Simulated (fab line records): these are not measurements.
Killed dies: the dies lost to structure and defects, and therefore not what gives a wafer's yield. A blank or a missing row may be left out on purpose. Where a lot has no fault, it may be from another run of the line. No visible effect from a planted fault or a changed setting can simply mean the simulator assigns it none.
fab line records    flow sky130
[record] lots = 24  wafers = 72  lastDay = 50
route steps=708 shown METAL2@487 CAPM@551 METAL4@599 VIA4@658
lots untouched by any fault: they come from a run of this same line in which no faults occurred
startH: start of the lot's first displayed wafer, in hours after the record's first day    waitH: hours since the lot's step before    " unchanged from the row above    L1.1+2: a row that stands for several wafers    - value missing, or start not given    * or withheld: withheld    < > ~ a bound
route shown NAME@n: a module of which the file shows steps, and the number in the route of the first    usual: average and standard deviation across the fault-free wafers    same: alike in all rows    chamber/n: place in a boat    sites: each site's reading    _std_site: standard deviation across them    _edge_site: outer sites' mean less inner sites'    radiusMm: for every site, how far away it sits from the centre of the wafer    mask NAME#n: copy n    behind: the last tool/chamber to shape the wafer    hold: what put the lot on hold/how long, in hours/how the hold closed    device: transistor that didn't switch, given as n, p or np    end of line: tests of these same wafers at the route's end    a step with no rows: only its recipe    killed: count of dies lost to structure and defects at first sort (not the wafer's yield)    map: per-die view of a wafer (x killed, . not killed, _ where there is no die)
set.NAME: setting as actually run; set.NAME@STEP: the setting as run at that earlier step    model.NAME: the simulator's own value behind a step, which no gauge read
one table for each step of the route and one row for each wafer, over a sample of lots
services: a tool's chamber out of use, with start hour (startH, from the record's first day; less than 0 if before it), hours out, and reason
[[steps]]
[step SKY_METAL2_SPUTTER_04]
[recipe] material = TiN  targetThkNm = 70  powerW = 6500  timeS = 58.3  chamberPressurePa = 0.4
[usual] chamberPressurePa = 0.4001/0.00084  throttleValvePct = 29.8/1.2
lot.wafer  tool           chamber  startH  waitH  chamberPressurePa  throttleValvePct
L074.1     pvdSputter-02  -        793.50  0.0    0.4003             31.9
L074.4     "              -        "       "      0.4002             30.0
L074.5     "              -        "       "      0.4006             31.3
L075.3     pvdSputter-02  -        795.61  0.0    0.3997             27.8
L075.4     "              -        "       "      0.3997             31.7
L075.5     "              -        "       "      0.4002             27.9
L076.3     pvdSputter-04  -        812.31  0.0    0.4001             28.3
L076.4     "              -        "       "      0.3999             30.6
L076.6     "              -        "       "      0.4008             30.5
L077.1     pvdSputter-04  -        816.53  0.0    0.3999             30.9
L077.4     "              -        "       "      0.4014             30.7
L077.6     "              -        "       "      0.4002             28.5
L078.2     pvdSputter-03  -        826.08  0.0    0.4007             29.8
L078.4     "              -        "       "      0.4000             29.5
L078.6     "              -        "       "      0.4006             30.0
L079.2     pvdSputter-04  -        828.36  0.0    0.4001             28.3
L079.4     "              -        "       "      0.4001             31.5
L079.5     "              -        "       "      0.3995             28.5
L080.1     pvdSputter-03  -        843.22  0.0    0.4013             29.9
L080.2     "              -        "       "      0.3993             29.7
L080.3     "              -        "       "      0.3997             29.7
L081.1     pvdSputter-03  -        850.65  0.0    0.4003             29.6
L081.2     "              -        "       "      0.4009             29.7
L081.6     "              -        "       "      0.3996             29.7
L082.1     pvdSputter-02  -        855.10  0.0    0.3991             28.4
L082.4     "              -        "       "      0.4008             28.0
L082.6     "              -        "       "      0.4006             27.7
L083.1     pvdSputter-04  -        862.94  0.0    0.4014             28.9
L083.3     "              -        "       "      0.4001             30.9
L083.5     "              -        "       "      0.3998             31.3
L084.1     pvdSputter-04  -        870.06  0.0    0.3985             30.9
L084.5     "              -        "       "      0.4002             28.5
L084.6     "              -        "       "      0.3991             31.3
L085.2     pvdSputter-03  -        875.22  0.0    0.3996             29.4
L085.4     "              -        "       "      0.3983             29.6
L085.5     "              -        "       "      0.4004             29.4
L086.2     pvdSputter-04  -        888.63  0.0    0.3998             30.7
L086.3     "              -        "       "      0.4007             30.9
L086.6     "              -        "       "      0.3995             31.2
L087.2     pvdSputter-02  -        901.70  0.0    0.3996             29.9
L087.5     "              -        "       "      0.3984             29.6
L087.6     "              -        "       "      0.3997             27.7
L089.1     pvdSputter-04  -        909.13  0.0    0.4013             30.7
L089.3     "              -        "       "      0.4011             30.9
L089.6     "              -        "       "      0.4021             30.8
L088.1     pvdSputter-02  -        909.37  0.0    0.3997             28.2
L088.3     "              -        "       "      0.4003             29.9
L088.4     "              -        "       "      0.4023             27.9
L090.1     pvdSputter-02  -        914.73  0.0    0.3987             27.7
L090.3     "              -        "       "      0.4018             28.3
L090.4     "              -        "       "      0.4007             29.9
L091.1     pvdSputter-03  -        924.23  0.0    0.3992             29.6
L091.2     "              -        "       "      0.3989             29.6
L091.5     "              -        "       "      0.3999             29.4
L092.1     pvdSputter-04  -        933.46  0.0    0.4002             28.4
L092.3     "              -        "       "      0.3987             30.6
L092.5     "              -        "       "      0.3997             30.8
L093.2     pvdSputter-02  -        937.85  0.0    0.4006             28.0
L093.3     "              -        "       "      0.4009             31.8
L093.5     "              -        "       "      0.4009             28.4
L094.1     pvdSputter-04  -        944.53  0.0    0.3999             30.6
L094.2     "              -        "       "      0.4009             30.6
L094.4     "              -        "       "      0.4004             31.3
L095.4     pvdSputter-02  -        952.10  0.0    0.4008             27.9
L095.5     "              -        "       "      0.3998             28.4
L095.6     "              -        "       "      0.4001             31.8
L096.2     pvdSputter-02  -        959.43  0.0    0.4024             28.0
L096.4     "              -        "       "      0.4009             29.7
L096.6     "              -        "       "      0.4012             27.7
L097.1     pvdSputter-03  -        969.56  0.0    0.4004             29.7
L097.4     "              -        "       "      0.3993             29.4
L097.5     "              -        "       "      0.3993             29.7
[step SKY_METAL2_CD_MEAS_15]
[recipe] targetCdNm = 140
[usual] cdNm = 139.4/1.3
lot.wafer  tool      chamber  startH  waitH  cdNm
L074.1     cdSem-02  -        820.43  -      136.9
L074.4     "         -        "       "      138.2
L074.5     "         -        "       "      138.6
L075.3     cdSem-02  -        822.32  -      136.3
L075.4     "         -        "       "      137.5
L075.5     "         -        "       "      136.5
L076.3     cdSem-01  -        838.34  -      140.4
L076.4     "         -        "       "      141.5
L076.6     "         -        "       "      141.0
L077.1     cdSem-01  -        842.48  -      140.5
L077.4     "         -        "       "      139.1
L077.6     "         -        "       "      141.2
L078.2     cdSem-01  -        852.05  -      139.7
L078.4     "         -        "       "      139.0
L078.6     "         -        "       "      139.7
L079.2     cdSem-01  -        853.95  -      138.2
L079.4     "         -        "       "      139.6
L079.5     "         -        "       "      140.8
L080.1     cdSem-01  -        869.38  -      137.7
L080.2     "         -        "       "      136.8
L080.3     "         -        "       "      138.7
L081.1     cdSem-01  -        876.80  -      141.1
L081.2     "         -        "       "      140.2
L081.6     "         -        "       "      140.3
L082.1     cdSem-01  -        881.38  -      138.4
L082.4     "         -        "       "      139.6
L082.6     "         -        "       "      138.6
L083.1     cdSem-01  -        888.79  -      138.9
L083.3     "         -        "       "      141.4
L083.5     "         -        "       "      139.8
L084.1     cdSem-02  -        895.64  -      138.0
L084.5     "         -        "       "      139.3
L084.6     "         -        "       "      137.8
L085.2     cdSem-02  -        900.85  -      138.7
L085.4     "         -        "       "      139.7
L085.5     "         -        "       "      138.8
L086.2     cdSem-02  -        914.32  -      139.8
L086.3     "         -        "       "      140.6
L086.6     "         -        "       "      139.7
L087.2     cdSem-02  -        926.52  -      139.3
L087.5     "         -        "       "      139.7
L087.6     "         -        "       "      139.0
L089.1     cdSem-02  -        933.79  -      140.8
L089.3     "         -        "       "      140.8
L089.6     "         -        "       "      142.7
L088.1     cdSem-02  -        934.45  -      137.9
L088.3     "         -        "       "      137.8
L088.4     "         -        "       "      138.1
L090.1     cdSem-02  -        939.69  -      141.0
L090.3     "         -        "       "      139.8
L090.4     "         -        "       "      140.1
L091.1     cdSem-01  -        949.28  -      140.4
L091.2     "         -        "       "      140.8
L091.5     "         -        "       "      141.5
L092.1     cdSem-02  -        958.30  -      139.1
L092.3     "         -        "       "      139.0
L092.5     "         -        "       "      138.4
L093.2     cdSem-02  -        962.11  -      139.5
L093.3     "         -        "       "      138.2
L093.5     "         -        "       "      139.1
L094.1     cdSem-02  -        969.03  -      139.1
L094.2     "         -        "       "      138.5
L094.4     "         -        "       "      139.5
L095.4     cdSem-02  -        976.24  -      138.9
L095.5     "         -        "       "      136.7
L095.6     "         -        "       "      138.3
L096.2     cdSem-01  -        983.55  -      140.2
L096.4     "         -        "       "      138.6
L096.6     "         -        "       "      140.0
L097.1     cdSem-02  -        993.13  -      141.9
L097.4     "         -        "       "      140.3
L097.5     "         -        "       "      139.1
[step SKY_METAL2_OVL_MEAS_16]
[usual] METAL2_OVL = 2/5.7
lot.wafer  tool        chamber  startH  waitH  METAL2_OVL[nm]
L074.1     overlay-01  -        820.55  0.1    10
L074.4     "           -        "       "      12
L074.5     "           -        "       "      7
L075.3     overlay-01  -        822.42  0.1    3
L075.4     "           -        "       "      -7
L075.5     "           -        "       "      1
L076.3     overlay-01  -        838.43  0.1    6
L076.4     "           -        "       "      -2
L076.6     "           -        "       "      -1
L077.1     overlay-02  -        842.60  0.1    3
L077.4     "           -        "       "      -3
L077.6     "           -        "       "      -3
L078.2     overlay-01  -        852.16  0.1    9
L078.4     "           -        "       "      1
L078.6     "           -        "       "      9
L079.2     overlay-01  -        854.06  0.1    2
L079.4     "           -        "       "      9
L079.5     "           -        "       "      13
L080.1     overlay-01  -        869.50  0.1    4
L080.2     "           -        "       "      8
L080.3     "           -        "       "      9
L081.1     overlay-01  -        876.92  0.1    -3
L081.2     "           -        "       "      -3
L081.6     "           -        "       "      -3
L082.1     overlay-01  -        881.50  0.1    4
L082.4     "           -        "       "      6
L082.6     "           -        "       "      11
L083.1     overlay-02  -        888.91  0.1    -8
L083.3     "           -        "       "      4
L083.5     "           -        "       "      -4
L084.1     overlay-02  -        895.76  0.1    3
L084.5     "           -        "       "      2
L084.6     "           -        "       "      11
L085.2     overlay-01  -        900.96  0.1    -4
L085.4     "           -        "       "      -1
L085.5     "           -        "       "      5
L086.2     overlay-02  -        914.43  0.1    4
L086.3     "           -        "       "      -3
L086.6     "           -        "       "      3
L087.2     overlay-01  -        926.63  0.1    2
L087.5     "           -        "       "      0
L087.6     "           -        "       "      -3
L089.1     overlay-02  -        933.91  0.1    -4
L089.3     "           -        "       "      -5
L089.6     "           -        "       "      0
L088.1     overlay-02  -        934.57  0.1    6
L088.3     "           -        "       "      3
L088.4     "           -        "       "      -3
L090.1     overlay-01  -        939.81  0.1    0
L090.3     "           -        "       "      0
L090.4     "           -        "       "      -2
L091.1     overlay-02  -        949.40  0.1    -10
L091.2     "           -        "       "      1
L091.5     "           -        "       "      -3
L092.1     overlay-01  -        958.42  0.1    7
L092.3     "           -        "       "      11
L092.5     "           -        "       "      9
L093.2     overlay-02  -        962.21  0.1    4
L093.3     "           -        "       "      -4
L093.5     "           -        "       "      5
L094.1     overlay-02  -        969.15  0.1    3
L094.2     "           -        "       "      3
L094.4     "           -        "       "      -3
L095.4     overlay-02  -        976.32  0.1    5
L095.5     "           -        "       "      0
L095.6     "           -        "       "      1
L096.2     overlay-01  -        983.66  0.1    -6
L096.4     "           -        "       "      -1
L096.6     "           -        "       "      -5
L097.1     overlay-02  -        993.25  0.1    0
L097.4     "           -        "       "      -6
L097.5     "           -        "       "      4
[step SKY_CAPM_STRIP_14]
[recipe] chemistry = O2/N2  powerW = 1400  pressureMtorr = 1500  platenTempC = withheld  o2FlowSccm = 3000  n2FlowSccm = 300  overashFraction = 0.5
[usual] drypumpMotorCurrentA = 5.7/0.49  oesProductAu = 0.710/0.0042  stripTimeToEndpointS = 12.65/0.044
lot.wafer  tool            chamber  startH   waitH  drypumpMotorCurrentA  oesProductAu  rfHoursCounterH  stripTimeToEndpointS
L074.1     plasmaAsher-04  1        875.77   0.1    5.1                   0.715         102              12.69
L074.4     "               0        "        "      5.2                   0.711         -                12.64
L074.5     "               1        "        "      5.1                   0.707         -                12.68
L075.3     plasmaAsher-04  1        878.15   0.1    5.1                   0.710         -                12.60
L075.4     "               0        "        "      5.2                   0.711         -                12.65
L075.5     "               1        "        "      5.1                   0.707         -                12.65
L076.3     plasmaAsher-03  0        893.39   0.1    6.5                   0.708         -                12.58
L076.4     "               1        "        "      5.9                   0.712         -                12.65
L076.6     "               1        "        "      5.9                   0.703         -                12.61
L077.1     plasmaAsher-04  1        897.35   0.1    5.1                   0.714         104              12.60
L077.4     "               0        "        "      5.2                   0.709         -                12.69
L077.6     "               0        "        "      5.2                   0.716         -                12.72
L078.2     plasmaAsher-03  1        907.28   0.1    5.9                   0.713         17               12.71
L078.4     "               0        "        "      6.5                   0.703         -                12.71
L078.6     "               1        "        "      5.9                   0.718         -                12.71
L079.2     plasmaAsher-02  0        908.70   0.1    6.0                   0.703         48               12.67
L079.4     "               1        "        "      6.0                   0.712         -                12.69
L079.5     "               0        "        "      6.0                   0.711         -                12.65
L080.1     plasmaAsher-04  0        923.53   0.1    5.2                   0.707         107              12.62
L080.2     "               1        "        "      5.1                   0.708         107              12.67
L080.3     "               1        "        "      5.1                   0.705         -                12.60
L081.1     plasmaAsher-03  0        930.87   0.1    6.5                   0.706         19               12.58
L081.2     "               1        "        "      5.9                   0.705         19               12.55
L081.6     "               0        "        "      6.5                   0.708         -                12.59
L082.1     plasmaAsher-03  1        935.25   0.1    5.9                   0.715         20               12.64
L082.4     "               0        "        "      6.5                   0.706         -                12.68
L082.6     "               1        "        "      5.9                   0.717         -                12.64
L083.1     plasmaAsher-03  1        942.20   0.1    5.9                   0.705         20               12.64
L083.3     "               1        "        "      5.9                   0.709         -                12.66
L083.5     "               0        "        "      6.5                   0.716         -                12.69
L084.1     plasmaAsher-04  1        948.12   0.1    5.1                   0.705         109              12.66
L084.5     "               1        "        "      5.1                   0.712         -                12.61
L084.6     "               0        "        "      5.2                   0.710         -                12.66
L085.2     plasmaAsher-02  0        953.55   0.1    5.9                   0.715         52               12.62
L085.4     "               0        "        "      5.9                   0.715         -                12.63
L085.5     "               1        "        "      6.0                   0.712         -                12.58
L086.2     plasmaAsher-02  1        966.77   0.1    6.0                   0.715         54               12.63
L086.3     "               1        "        "      6.0                   0.710         -                12.66
L086.6     "               1        "        "      6.0                   0.716         -                12.65
L087.2     plasmaAsher-02  0        978.92   0.1    5.9                   0.702         55               12.67
L087.5     "               1        "        "      6.0                   0.710         -                12.70
L087.6     "               0        "        "      6.0                   0.709         -                12.64
L089.1     plasmaAsher-04  1        984.97   0.1    5.1                   0.710         114              12.68
L089.3     "               0        "        "      5.2                   0.713         -                12.65
L089.6     "               0        "        "      5.2                   0.704         -                12.71
L088.1     plasmaAsher-02  0        985.20   0.1    5.9                   0.705         56               12.64
L088.3     "               0        "        "      6.0                   0.712         -                12.60
L088.4     "               1        "        "      6.0                   0.712         -                12.64
L090.1     plasmaAsher-04  0        989.75   0.1    5.2                   0.709         114              12.66
L090.3     "               0        "        "      5.2                   0.705         -                12.65
L090.4     "               1        "        "      5.1                   0.704         -                12.68
L091.1     plasmaAsher-02  0        999.65   0.1    6.0                   0.708         57               12.61
L091.2     "               1        "        "      6.0                   0.705         57               12.59
L091.5     "               0        "        "      5.9                   0.714         -                12.64
L092.1     plasmaAsher-02  0        1009.15  0.1    6.0                   0.706         58               12.71
L092.3     "               0        "        "      6.0                   0.711         -                12.64
L092.5     "               0        "        "      6.0                   0.714         -                12.71
L093.2     plasmaAsher-03  0        1012.42  0.1    6.5                   0.714         27               12.64
L093.3     "               0        "        "      6.5                   0.710         -                12.58
L093.5     "               1        "        "      5.9                   0.710         -                12.59
L094.1     plasmaAsher-03  0        1018.82  0.1    6.5                   0.717         27               12.74
L094.2     "               1        "        "      5.9                   0.716         27               12.68
L094.4     "               0        "        "      6.5                   0.707         -                12.69
L095.4     plasmaAsher-02  1        1026.16  0.1    6.0                   0.718         -                12.60
L095.5     "               1        "        "      6.0                   0.713         -                12.59
L095.6     "               0        "        "      5.9                   0.711         -                12.63
L096.2     plasmaAsher-04  0        1032.93  0.1    5.2                   0.710         118              12.64
L096.4     "               0        "        "      5.2                   0.715         -                12.66
L096.6     "               1        "        "      5.1                   0.712         -                12.66
L097.1     plasmaAsher-04  0        1042.12  0.1    5.2                   0.709         119              12.59
L097.4     "               1        "        "      5.1                   0.707         -                12.56
L097.5     "               1        "        "      5.1                   0.710         -                12.59
[step SKY_METAL4_SPUTTER_01]
[recipe] material = TiN  targetThkNm = 20  powerW = 6500  timeS = 16.7  chamberPressurePa = 0.4
[usual] chamberPressurePa = 0.3999/0.00081  throttleValvePct = 29.7/1.2
lot.wafer  tool           chamber  startH   waitH  chamberPressurePa  throttleValvePct
L074.1     pvdSputter-01  -        930.15   0.0    0.3983             31.5
L074.4     "              -        "        "      0.3998             29.6
L074.5     "              -        "        "      0.3995             30.5
L075.3     pvdSputter-03  -        931.39   0.0    0.4002             29.8
L075.4     "              -        "        "      0.3993             29.6
L075.5     "              -        "        "      0.4006             29.6
L076.3     pvdSputter-01  -        948.72   0.0    0.3996             31.4
L076.4     "              -        "        "      0.3994             27.6
L076.6     "              -        "        "      0.3987             30.4
L077.1     pvdSputter-01  -        951.16   0.0    0.3996             30.0
L077.4     "              -        "        "      0.3984             27.6
L077.6     "              -        "        "      0.4004             29.9
L078.2     pvdSputter-03  -        959.66   0.0    0.3991             29.6
L078.4     "              -        "        "      0.4006             29.5
L078.6     "              -        "        "      0.4010             30.0
L079.2     pvdSputter-02  -        960.91   0.0    0.3976             28.4
L079.4     "              -        "        "      0.4005             29.6
L079.5     "              -        "        "      0.4006             29.7
L080.1     pvdSputter-02  -        976.26   0.0    0.4014             27.7
L080.2     "              -        "        "      0.4011             28.1
L080.3     "              -        "        "      0.4000             31.7
L081.1     pvdSputter-01  -        982.69   0.0    0.4011             31.4
L081.2     "              -        "        "      0.4005             30.1
L081.6     "              -        "        "      0.3998             29.9
L082.1     pvdSputter-03  -        986.36   0.0    0.3991             29.9
L082.4     "              -        "        "      0.3999             29.7
L082.6     "              -        "        "      0.3994             29.8
L083.1     pvdSputter-01  -        994.48   0.0    0.3999             29.7
L083.3     "              -        "        "      0.3998             27.8
L083.5     "              -        "        "      0.4005             30.5
L084.1     pvdSputter-02  -        998.71   0.0    0.3999             27.7
L084.5     "              -        "        "      0.4002             31.6
L084.6     "              -        "        "      0.3989             29.7
L085.2     pvdSputter-03  -        1004.43  0.0    0.4000             29.8
L085.4     "              -        "        "      0.3994             29.5
L085.5     "              -        "        "      0.4000             29.9
L086.2     pvdSputter-03  -        1018.22  0.0    0.3987             29.8
L086.3     "              -        "        "      0.3996             29.6
L086.6     "              -        "        "      0.3997             29.4
L087.2     pvdSputter-01  -        1029.43  0.0    0.3989             30.8
L087.5     "              -        "        "      0.3997             29.6
L087.6     "              -        "        "      0.4010             31.5
L089.1     pvdSputter-01  -        1035.36  0.0    0.3981             31.4
L089.3     "              -        "        "      0.3990             30.5
L089.6     "              -        "        "      0.3999             29.6
L088.1     pvdSputter-03  -        1035.85  0.0    0.3990             29.9
L088.3     "              -        "        "      0.4003             29.6
L088.4     "              -        "        "      0.4003             29.8
L090.1     pvdSputter-02  -        1039.30  0.0    0.3995             29.8
L090.3     "              -        "        "      0.4007             28.3
L090.4     "              -        "        "      0.3994             27.6
L091.1     pvdSputter-02  -        1049.79  0.0    0.3993             27.9
L091.2     "              -        "        "      0.3997             28.2
L091.5     "              -        "        "      0.3991             31.8
L092.1     pvdSputter-03  -        1058.32  0.0    0.4003             29.8
L092.3     "              -        "        "      0.3995             29.6
L092.5     "              -        "        "      0.3985             29.7
L093.2     pvdSputter-02  -        1060.92  0.0    0.3997             31.6
L093.3     "              -        "        "      0.4003             27.7
L093.5     "              -        "        "      0.3991             31.5
L094.1     pvdSputter-03  -        1066.87  0.0    0.4000             29.6
L094.2     "              -        "        "      0.4003             29.6
L094.4     "              -        "        "      0.4004             29.9
L095.4     pvdSputter-01  -        1073.89  0.0    0.4004             30.4
L095.5     "              -        "        "      0.4004             30.1
L095.6     "              -        "        "      0.4007             27.5
L096.2     pvdSputter-02  -        1080.43  0.0    0.4001             28.0
L096.4     "              -        "        "      0.4007             31.5
L096.6     "              -        "        "      0.3977             31.6
L097.1     pvdSputter-01  -        1088.43  0.0    0.3998             31.4
L097.4     "              -        "        "      0.3993             30.0
L097.5     "              -        "        "      0.3995             27.2
[step SKY_VIA4_RS_MEAS_19]
[recipe] thkMeasGauge = four-point-probe  reads = W_of_VIA4_CVD_18+TiN_of_VIA4_SPUTTER_17
[usual] VIA4_W_RS = 0.226/0.0038
lot.wafer  tool          chamber  startH   waitH  VIA4_W_RS[ohm/sq]
L074.1     filmMetro-02  -        1005.16  0.1    0.224
L074.4     "             -        "        "      0.226
L074.5     "             -        "        "      0.229
L075.3     filmMetro-01  -        1006.89  0.1    0.223
L075.4     "             -        "        "      0.227
L075.5     "             -        "        "      0.222
L076.3     filmMetro-02  -        1021.65  0.1    0.228
L076.4     "             -        "        "      0.223
L076.6     "             -        "        "      0.225
L077.1     filmMetro-01  -        1024.18  0.1    0.217
L077.4     "             -        "        "      0.221
L077.6     "             -        "        "      0.221
L078.2     filmMetro-01  -        1032.91  0.1    0.228
L078.4     "             -        "        "      0.224
L078.6     "             -        "        "      0.222
L079.2     filmMetro-01  -        1033.33  0.2    0.228
L079.4     "             -        "        "      0.231
L079.5     "             -        "        "      0.230
L080.1     filmMetro-02  -        1047.92  0.1    0.220
L080.2     "             -        "        "      0.224
L080.3     "             -        "        "      0.226
L081.1     filmMetro-01  -        1054.74  0.1    0.217
L081.2     "             -        "        "      0.225
L081.6     "             -        "        "      0.225
L082.1     filmMetro-01  -        1058.72  0.1    0.226
L082.4     "             -        "        "      0.227
L082.6     "             -        "        "      0.226
L083.1     filmMetro-04  -        1065.00  0.1    0.224
L083.3     "             -        "        "      0.218
L083.5     "             -        "        "      0.224
L084.1     filmMetro-01  -        1071.12  0.1    0.223
L084.5     "             -        "        "      0.231
L084.6     "             -        "        "      0.223
L085.2     filmMetro-01  -        1073.94  0.1    0.227
L085.4     "             -        "        "      0.229
L085.5     "             -        "        "      0.230
L086.2     filmMetro-02  -        1086.48  0.1    0.226
L086.3     "             -        "        "      0.229
L086.6     "             -        "        "      0.233
L087.2     filmMetro-04  -        1098.93  0.1    0.229
L087.5     "             -        "        "      0.231
L087.6     "             -        "        "      0.225
L089.1     filmMetro-04  -        1102.80  0.1    0.226
L089.3     "             -        "        "      0.231
L089.6     "             -        "        "      0.226
L088.1     filmMetro-02  -        1103.34  0.1    0.221
L088.3     "             -        "        "      0.230
L088.4     "             -        "        "      0.221
L090.1     filmMetro-01  -        1106.01  0.1    0.219
L090.3     "             -        "        "      0.219
L090.4     "             -        "        "      0.226
L091.1     filmMetro-04  -        1115.16  0.1    0.228
L091.2     "             -        "        "      0.224
L091.5     "             -        "        "      0.226
L092.1     filmMetro-04  -        1123.37  0.1    0.218
L092.3     "             -        "        "      0.225
L092.5     "             -        "        "      0.223
L093.2     filmMetro-04  -        1124.82  0.1    0.222
L093.3     "             -        "        "      0.217
L093.5     "             -        "        "      0.224
L094.1     filmMetro-02  -        1130.80  0.1    0.230
L094.2     "             -        "        "      0.226
L094.4     "             -        "        "      0.227
L095.4     filmMetro-02  -        1137.88  0.1    0.232
L095.5     "             -        "        "      0.227
L095.6     "             -        "        "      0.232
L096.2     filmMetro-04  -        1144.12  0.1    0.228
L096.4     "             -        "        "      0.227
L096.6     "             -        "        "      0.230
L097.1     filmMetro-01  -        1150.38  0.3    0.232
L097.4     "             -        "        "      0.232
L097.5     "             -        "        "      0.230
[[services]]
tool            chamber  startH   hours  kind
pvdSputter-03   -        799.00   24.2   repair
pvdSputter-04   1        809.19   -      consumableReplace:kit
pvdSputter-04   1        809.19   18.0   scheduledDown
pvdSputter-04   1        809.19   18.0   ventCycle
pvdSputter-04   -        810.55   0.9    repair
pvdSputter-03   0        826.13   -      consumableReplace:kit
pvdSputter-03   0        826.13   18.0   scheduledDown
pvdSputter-03   0        826.13   18.0   ventCycle
pvdSputter-02   3        832.59   -      consumableReplace:kit
pvdSputter-02   3        832.59   18.0   scheduledDown
pvdSputter-02   3        832.59   18.0   ventCycle
plasmaAsher-03  -        859.04   0.6    repair
plasmaAsher-02  -        863.32   0.7    repair
plasmaAsher-02  -        895.49   0.8    repair
plasmaAsher-03  -        967.52   2.8    pm
pvdSputter-02   -        967.72   1.6    repair
plasmaAsher-03  -        980.44   4.6    repair
pvdSputter-03   -        994.57   1.2    repair
plasmaAsher-02  -        1000.25  0.6    repair
pvdSputter-03   3        1018.35  -      consumableReplace:kit
pvdSputter-03   3        1018.35  18.0   scheduledDown
pvdSputter-03   3        1018.35  18.0   ventCycle
pvdSputter-03   -        1045.94  2.6    repair
plasmaAsher-04  -        1055.25  9.0    pm
[[key]]
fault none
